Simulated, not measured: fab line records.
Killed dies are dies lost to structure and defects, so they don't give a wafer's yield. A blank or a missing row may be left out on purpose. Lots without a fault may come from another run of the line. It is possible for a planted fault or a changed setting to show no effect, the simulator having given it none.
fab line records + flow sky130 + part 2 of 2: steps 28 to 37 of 37
record:
- lots: 5
- wafers: 15
- last_day: 49
route steps=708 shown FIELD_ISO@13 NWELL@32 DNWELL@35 PWDE@45
lots with no fault: from the same line, run without faults
start_h: hours from the record's first day to the start of the lot's first wafer shown + wait_h: hours since the lot's step before + " same as the row above + L1.1+2: a row that stands for several wafers + - no value, or no start was given + * or withheld: withheld + < > ~ a bound
route shown NAME@n: names a module that has steps shown in the file, with the first one's number in the route + usual: mean/standard deviation taken from wafers without a fault + same: alike in all rows + chamber/n: place in a boat + sites: readings site by site + _std_site: the standard deviation of these + _edge_site: mean of outer sites minus mean of inner sites + radius_mm: for every site, how far away it sits from the centre of the wafer + mask NAME#n: copy n + behind: tool/chamber where the wafer was last shaped + hold: cause of the lot's hold/its duration in hours/its outcome + device: whichever transistor did not switch (one of n, p or np) + end of line: tests of these same wafers at the route's end + for a step that has no rows: nothing shown but its recipe + killed: count of dies lost to structure and defects at first sort (not the wafer's yield) + map: a wafer's dies, x killed, . not, _ none there
set.NAME: the setting as run; set.NAME@STEP: as run at that earlier step + model.NAME: the simulator's own value behind a step, which no gauge read
lots seen at some steps along the route; tables by step, rows by wafer
services: from which hour (start_h, from the record's first day; less than 0 if before it) a tool's chamber was out of use, for how many hours, and why
== steps ==
step: SKY_DNWELL_PEB_05
recipe:
- temp_c: 115
- time_s: withheld
usual:
- chill_plate_temp_C: 23.00/0.1
- exhaust_pa: 45.1/0.83
| lot.wafer | tool           | chamber | start_h | wait_h | chill_plate_temp_C | exhaust_pa |
|-----------|----------------|---------|---------|--------|--------------------|------------|
| L075.1    | litho_track-02 | 0       | -       | -      | 23.07              | 43.7       |
| L075.2    | "              | 0       | "       | "      | 22.96              | 44.8       |
| L075.6    | "              | 0       | "       | "      | 23.09              | 45.6       |
| L084.2    | litho_track-04 | 0       | -       | -      | 22.95              | 45.4       |
| L084.3    | "              | 0       | "       | "      | 23.06              | 43.6       |
| L084.4    | "              | 0       | "       | "      | 23.02              | 45.3       |
| L088.2    | litho_track-02 | 0       | -       | -      | 23.05              | 45.3       |
| L088.5    | "              | 0       | "       | "      | 22.93              | 45.2       |
| L088.6    | "              | 0       | "       | "      | 22.98              | 45.5       |
| L092.2    | litho_track-04 | 0       | -       | -      | 22.92              | 45.1       |
| L092.4    | "              | 0       | "       | "      | 23.13              | 45.5       |
| L092.6    | "              | 0       | "       | "      | 23.04              | 44.6       |
| L093.1    | litho_track-02 | 0       | -       | -      | 22.95              | 45.4       |
| L093.4    | "              | 0       | "       | "      | 22.90              | 46.2       |
| L093.6    | "              | 0       | "       | "      | 23.04              | 45.0       |
step: SKY_DNWELL_DEVELOP_06
recipe:
- wall_angle_deg: 90
- developer: TMAH
- develop_time_s: 60
- dev_temp_c: 23
usual:
- chill_plate_temp_C: 22.99/0.12
- exhaust_pa: 45.1/0.9
| lot.wafer | tool           | chamber | start_h | wait_h | chill_plate_temp_C | exhaust_pa |
|-----------|----------------|---------|---------|--------|--------------------|------------|
| L075.1    | litho_track-02 | 0       | -       | -      | 22.95              | 45.9       |
| L075.2    | "              | 0       | "       | "      | 22.99              | 46.2       |
| L075.6    | "              | 0       | "       | "      | 22.98              | 46.5       |
| L084.2    | litho_track-04 | 0       | -       | -      | 22.80              | 45.4       |
| L084.3    | "              | 0       | "       | "      | 22.91              | 44.5       |
| L084.4    | "              | 0       | "       | "      | 22.90              | 46.5       |
| L088.2    | litho_track-02 | 0       | -       | -      | 23.04              | 44.8       |
| L088.5    | "              | 0       | "       | "      | 23.17              | 45.5       |
| L088.6    | "              | 0       | "       | "      | 23.08              | 45.8       |
| L092.2    | litho_track-04 | 0       | -       | -      | 22.90              | 45.1       |
| L092.4    | "              | 0       | "       | "      | 23.06              | 46.2       |
| L092.6    | "              | 0       | "       | "      | 22.94              | 44.5       |
| L093.1    | litho_track-02 | 0       | -       | -      | 22.92              | 45.1       |
| L093.4    | "              | 0       | "       | "      | 22.98              | 43.3       |
| L093.6    | "              | 0       | "       | "      | 22.95              | 44.6       |
step: SKY_DNWELL_IMPLANT_07
recipe:
- species: P
- energy_kev: withheld
- dose_cm2: withheld
- tilt_deg: withheld
| lot.wafer  | tool         | chamber | start_h | wait_h |
|------------|--------------|---------|---------|--------|
| L075.1+2+6 | implanter-01 | 0       | 57.19   | -      |
| L084.2+3+4 | implanter-02 | 0       | 106.01  | -      |
| L088.2+5+6 | implanter-01 | 0       | 130.77  | -      |
| L092.2+4+6 | implanter-01 | 0       | 152.71  | -      |
| L093.1+4+6 | implanter-04 | 0       | 158.19  | -      |
step: SKY_DNWELL_STRIP_08
recipe:
- chemistry: O2/N2
- power_w: 1400
- pressure_mtorr: 1500
- platen_temp_c: withheld
- o2_flow_sccm: 3000
- n2_flow_sccm: 300
- overash_fraction: 0.5
usual:
- drypump_motor_current_A: 5.9/0.44
- oes_product_au: 0.722/0.0046
- strip_time_to_endpoint_s: 37.00/0.12
| lot.wafer | tool            | chamber | start_h | wait_h | drypump_motor_current_A | oes_product_au | rf_hours_counter_h | strip_time_to_endpoint_s |
|-----------|-----------------|---------|---------|--------|-------------------------|----------------|--------------------|--------------------------|
| L075.1    | plasma_asher-04 | 1       | 57.34   | 0.1    | 5.1                     | 0.729          | 23                 | 37.07                    |
| L075.2    | "               | 0       | "       | "      | 5.2                     | 0.713          | 23                 | 37.13                    |
| L075.6    | "               | 0       | "       | "      | 5.2                     | 0.722          | -                  | 36.99                    |
| L084.2    | plasma_asher-03 | 0       | 106.14  | 0.1    | 6.5                     | 0.719          | 42                 | 36.97                    |
| L084.3    | "               | 0       | "       | "      | 6.5                     | 0.719          | -                  | 36.91                    |
| L084.4    | "               | 1       | "       | "      | 5.9                     | 0.720          | -                  | 36.83                    |
| L088.2    | plasma_asher-02 | 0       | 130.89  | 0.1    | 5.9                     | 0.722          | 47                 | 36.84                    |
| L088.5    | "               | 1       | "       | "      | 6.0                     | 0.730          | -                  | 36.89                    |
| L088.6    | "               | 0       | "       | "      | 5.9                     | 0.720          | -                  | 36.99                    |
| L092.2    | plasma_asher-04 | 0       | 152.84  | 0.1    | 5.2                     | 0.723          | 33                 | 36.98                    |
| L092.4    | "               | 1       | "       | "      | 5.1                     | 0.718          | -                  | 37.00                    |
| L092.6    | "               | 1       | "       | "      | 5.1                     | 0.722          | -                  | 36.93                    |
| L093.1    | plasma_asher-03 | 1       | 158.34  | 0.1    | 5.9                     | 0.713          | 48                 | 36.88                    |
| L093.4    | "               | 1       | "       | "      | 5.9                     | 0.717          | -                  | 37.00                    |
| L093.6    | "               | 1       | "       | "      | 5.9                     | 0.723          | -                  | 36.98                    |
step: SKY_DNWELL_TW_MEAS_09
usual:
- DNWELL_TW: 1123/13
| lot.wafer | tool          | chamber | start_h | wait_h | DNWELL_TW |
|-----------|---------------|---------|---------|--------|-----------|
| L075.1    | film_metro-02 | -       | 57.44   | 0.1    | 1107      |
| L075.2    | "             | -       | "       | "      | 1108      |
| L075.6    | "             | -       | "       | "      | 1109      |
| L084.2    | film_metro-03 | -       | 106.25  | 0.1    | 1123      |
| L084.3    | "             | -       | "       | "      | 1125      |
| L084.4    | "             | -       | "       | "      | 1133      |
| L088.2    | film_metro-02 | -       | 131.00  | 0.1    | 1103      |
| L088.5    | "             | -       | "       | "      | 1110      |
| L088.6    | "             | -       | "       | "      | 1110      |
| L092.2    | film_metro-02 | -       | 152.95  | 0.1    | 1116      |
| L092.4    | "             | -       | "       | "      | 1115      |
| L092.6    | "             | -       | "       | "      | 1114      |
| L093.1    | film_metro-01 | -       | 158.44  | 0.1    | 1131      |
| L093.4    | "             | -       | "       | "      | 1135      |
| L093.6    | "             | -       | "       | "      | 1140      |
step: SKY_PWDE_DEHYDRATE_00
recipe:
- temp_c: 200
- time_s: 60
usual:
- chill_plate_temp_C: 23.02/0.099
- exhaust_pa: 44.9/0.82
| lot.wafer | tool           | chamber | start_h | wait_h | chill_plate_temp_C | exhaust_pa |
|-----------|----------------|---------|---------|--------|--------------------|------------|
| L075.1    | litho_track-01 | 0       | 64.90   | 7.5    | 23.06              | 45.6       |
| L075.2    | "              | 0       | "       | "      | 22.97              | 45.2       |
| L075.6    | "              | 0       | "       | "      | 23.10              | 45.9       |
| L084.2    | litho_track-04 | 0       | 113.81  | 7.6    | 23.11              | 45.7       |
| L084.3    | "              | 0       | "       | "      | 23.19              | 42.8       |
| L084.4    | "              | 0       | "       | "      | 23.06              | 45.9       |
| L088.2    | litho_track-01 | 0       | 139.73  | 8.7    | 23.13              | 44.8       |
| L088.5    | "              | 0       | "       | "      | 23.11              | 43.4       |
| L088.6    | "              | 0       | "       | "      | 22.86              | 44.3       |
| L092.2    | litho_track-01 | 0       | 162.13  | 9.2    | 22.93              | 45.3       |
| L092.4    | "              | 0       | "       | "      | 23.03              | 44.0       |
| L092.6    | "              | 0       | "       | "      | 23.19              | 44.9       |
| L093.1    | litho_track-01 | 0       | 166.85  | 8.4    | 23.15              | 44.4       |
| L093.4    | "              | 0       | "       | "      | 23.04              | 44.1       |
| L093.6    | "              | 0       | "       | "      | 23.10              | 44.8       |
step: SKY_PWDE_HMDS_01
recipe:
- prime_time_s: 60
- prime_temp_c: 120
usual:
- chill_plate_temp_C: 23.02/0.11
- exhaust_pa: 45.1/0.9
| lot.wafer | tool           | chamber | start_h | wait_h | chill_plate_temp_C | exhaust_pa |
|-----------|----------------|---------|---------|--------|--------------------|------------|
| L075.1    | litho_track-01 | 0       | 65.05   | 0.1    | 23.12              | 43.9       |
| L075.2    | "              | 0       | "       | "      | 23.05              | 45.6       |
| L075.6    | "              | 0       | "       | "      | 23.08              | 45.2       |
| L084.2    | litho_track-04 | 0       | 113.96  | 0.1    | 22.80              | 45.9       |
| L084.3    | "              | 0       | "       | "      | 23.03              | 46.4       |
| L084.4    | "              | 0       | "       | "      | 22.97              | 45.2       |
| L088.2    | litho_track-01 | 0       | 139.88  | 0.1    | 23.04              | 45.3       |
| L088.5    | "              | 0       | "       | "      | 22.96              | 46.7       |
| L088.6    | "              | 0       | "       | "      | 23.15              | 47.0       |
| L092.2    | litho_track-01 | 0       | 162.28  | 0.1    | 23.13              | 44.6       |
| L092.4    | "              | 0       | "       | "      | 23.18              | 42.9       |
| L092.6    | "              | 0       | "       | "      | 23.12              | 44.6       |
| L093.1    | litho_track-01 | 0       | 167.00  | 0.1    | 22.98              | 45.2       |
| L093.4    | "              | 0       | "       | "      | 22.97              | 46.5       |
| L093.6    | "              | 0       | "       | "      | 23.16              | 44.3       |
step: SKY_PWDE_COAT_02
recipe:
- spin_rpm: 2000
- resist_thk_nm: 3000
usual:
- chill_plate_temp_C: 23.00/0.099
- exhaust_pa: 45.0/0.75
| lot.wafer | tool           | chamber | start_h | wait_h | chill_plate_temp_C | exhaust_pa |
|-----------|----------------|---------|---------|--------|--------------------|------------|
| L075.1    | litho_track-01 | 0       | 65.20   | 0.1    | 22.90              | 45.5       |
| L075.2    | "              | 0       | "       | "      | 22.92              | 46.5       |
| L075.6    | "              | 0       | "       | "      | 22.87              | 47.0       |
| L084.2    | litho_track-04 | 0       | 114.11  | 0.1    | 23.03              | 43.7       |
| L084.3    | "              | 0       | "       | "      | 23.05              | 43.7       |
| L084.4    | "              | 0       | "       | "      | 23.04              | 43.5       |
| L088.2    | litho_track-01 | 0       | 140.03  | 0.1    | 23.05              | 44.6       |
| L088.5    | "              | 0       | "       | "      | 23.03              | 45.0       |
| L088.6    | "              | 0       | "       | "      | 23.07              | 45.6       |
| L092.2    | litho_track-01 | 0       | 162.43  | 0.1    | 22.99              | 44.8       |
| L092.4    | "              | 0       | "       | "      | 22.90              | 46.4       |
| L092.6    | "              | 0       | "       | "      | 22.88              | 45.7       |
| L093.1    | litho_track-01 | 0       | 167.15  | 0.1    | 22.85              | 45.6       |
| L093.4    | "              | 0       | "       | "      | 22.97              | 45.0       |
| L093.6    | "              | 0       | "       | "      | 22.96              | 46.9       |
step: SKY_PWDE_SOFTBAKE_03
recipe:
- temp_c: 110
- time_s: withheld
usual:
- chill_plate_temp_C: 22.98/0.12
- exhaust_pa: 45.1/0.97
| lot.wafer | tool           | chamber | start_h | wait_h | chill_plate_temp_C | exhaust_pa |
|-----------|----------------|---------|---------|--------|--------------------|------------|
| L075.1    | litho_track-01 | 0       | 65.35   | 0.1    | 22.89              | 46.7       |
| L075.2    | "              | 0       | "       | "      | 23.01              | 46.7       |
| L075.6    | "              | 0       | "       | "      | 22.94              | 46.9       |
| L084.2    | litho_track-04 | 0       | 114.27  | 0.1    | 22.96              | 44.2       |
| L084.3    | "              | 0       | "       | "      | 23.15              | 46.3       |
| L084.4    | "              | 0       | "       | "      | 22.87              | 45.1       |
| L088.2    | litho_track-01 | 0       | 140.19  | 0.1    | 23.09              | 44.0       |
| L088.5    | "              | 0       | "       | "      | 22.99              | 44.6       |
| L088.6    | "              | 0       | "       | "      | 22.98              | 45.3       |
| L092.2    | litho_track-01 | 0       | 162.59  | 0.1    | 23.21              | 45.0       |
| L092.4    | "              | 0       | "       | "      | 23.19              | 45.6       |
| L092.6    | "              | 0       | "       | "      | 23.12              | 45.4       |
| L093.1    | litho_track-01 | 0       | 167.30  | 0.1    | 22.84              | 44.8       |
| L093.4    | "              | 0       | "       | "      | 22.79              | 44.0       |
| L093.6    | "              | 0       | "       | "      | 22.84              | 45.7       |
step: SKY_PWDE_EXPOSE_04
recipe:
- mask_id: PWDEM
- na: 0.6
- source_shape: conventional
- sigma_outer: 0.6
- polarization: unpolarized
- target_cd_nm: 840
- dose_mj: 214
same:
- sigma_outer: 0.6
| lot.wafer  | tool             | chamber | start_h | wait_h | mask    |
|------------|------------------|---------|---------|--------|---------|
| L075.1+2+6 | iline_stepper-01 | 0       | -       | -      | PWDEM#0 |
| L084.2+3+4 | iline_stepper-01 | 0       | -       | -      | PWDEM#0 |
| L088.2+5+6 | iline_stepper-02 | 0       | -       | -      | PWDEM#0 |
| L092.2+4+6 | iline_stepper-01 | 0       | -       | -      | PWDEM#0 |
| L093.1+4+6 | iline_stepper-01 | 0       | -       | -      | PWDEM#0 |
== services ==
| tool             | chamber | start_h | hours | kind   |
|------------------|---------|---------|-------|--------|
| plasma_asher-04  | -       | 24.82   | 3.9   | repair |
| iline_stepper-01 | -       | 25.83   | 1.7   | pm     |
| cmp-01           | -       | 31.45   | 0.8   | repair |
| rie_diel-04      | 0       | 37.51   | 5.5   | repair |
| cmp-01           | -       | 39.02   | 1.0   | repair |
| cmp-02           | -       | 43.00   | 0.4   | repair |
| cmp-01           | -       | 48.17   | 2.1   | repair |
| cmp-01           | -       | 49.07   | 3.1   | repair |
| wet_bench-01     | -       | 58.74   | 4.4   | pm     |
| cmp-01           | -       | 63.73   | 0.4   | repair |
| hdpcvd-01        | -       | 66.75   | 15.0  | pm     |
| cmp-01           | -       | 67.32   | 4.0   | pm     |
| furnace-02       | -       | 69.92   | 2.3   | repair |
| rie_diel-04      | 1       | 93.04   | 3.5   | repair |
| iline_stepper-02 | -       | 93.36   | 1.7   | pm     |
| furnace-02       | -       | 95.89   | 3.6   | pm     |
| iline_stepper-02 | -       | 99.49   | 8.9   | repair |
| plasma_asher-01  | -       | 108.75  | 9.0   | pm     |
| furnace-01       | -       | 120.02  | 2.7   | pm     |
| wet_bench-02     | -       | 125.66  | 1.7   | repair |
| plasma_asher-04  | -       | 142.21  | 0.7   | repair |
| furnace-02       | -       | 151.99  | 3.7   | pm     |
| rie_diel-04      | 3       | 155.82  | 3.8   | repair |
| furnace-01       | -       | 156.61  | 3.4   | pm     |
